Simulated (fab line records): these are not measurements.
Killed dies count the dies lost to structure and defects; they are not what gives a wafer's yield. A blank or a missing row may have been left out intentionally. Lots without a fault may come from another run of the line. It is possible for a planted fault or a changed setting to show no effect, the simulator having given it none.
Chamber matching -- flow sky130 -- cmp-01 running SKY_VIA1_CMP_24: 4 sister chambers
The step polishes, stops on SiO2, t overpolish 15 s, target thk 0 nm. 14 wafers are shown with their chamber, then 7 later ones without.

WAFERS PAIRED WITH THEIR CHAMBERS
wafer,chamber,motorCurrentA (A),timeToEndpointS (s),overpolishRunS (s)
L561.2,0,10.1,65,15.003
L561.4,2,12.6,63,15.001
L561.5,1,11.7,62,15.008
L567.1,2,13.1,70,15.013
L567.5,2,12.7,68,15.000
L567.6,1,11.7,65,15.000
L569.2,3,11.3,70,15.001
L569.3,0,10.5,66,14.993
L569.5,3,11.0,72,15.006
L571.2,3,10.8,67,15.000
L571.3,0,9.9,65,14.995
L571.6,2,13.6,63,14.994
L573.1,2,12.5,66,15.014
L573.4,0,9.9,63,15.003

SIGNATURES (averages over the wafers above)
reading,chamber 0,chamber 1,chamber 2,chamber 3,scatter within a chamber
motorCurrentA,10.100,11.700,12.900,11.033,0.344
timeToEndpointS,64.75,63.50,66.00,69.67,2.45
overpolishRunS,14.99850,15.00400,15.00440,15.00233,0.00664
Rule: for a wafer and a chamber, the distance is found by dividing, reading by reading, the gap between the wafer's reading and the chamber's mean by the reading's scatter, squaring, summing and taking the root. If the next closest chamber is less than 2 further off than the closest, the wafer can't be placed; otherwise it belongs to the closest. The scatter: the root of (the sum of the squares of (reading less its chamber's mean) over the shown wafers, divided by (wafers less chambers)).

WAFERS WHOSE CHAMBER IS MISSING
wafer,motorCurrentA (A),timeToEndpointS (s),overpolishRunS (s)
L573.5,13.1,63,15.006
L575.1,10.8,69,14.995
L575.5,10.1,70,14.992
L575.6,10.9,71,14.987
L577.3,12.1,66,15.004
L577.4,11.7,65,15.009
L577.5,11.6,65,14.983

WHICH CHAMBER EACH WENT THROUGH
wafer,from the rows above,in truth
L573.5,2,2
L575.1,can't be placed: 3 or 0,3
L575.5,can't be placed: 0 or 3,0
L575.6,can't be placed: 3 or 0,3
L577.3,can't be placed: 1 or 2 or 3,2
L577.4,can't be placed: 1 or 3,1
L577.5,can't be placed: 1 or 3 or 0 or 2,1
Correctly placed: 1 of 7. Not placeable from these rows: 6 (in 6, the candidates include the true chamber). Number placed wrongly: 0.
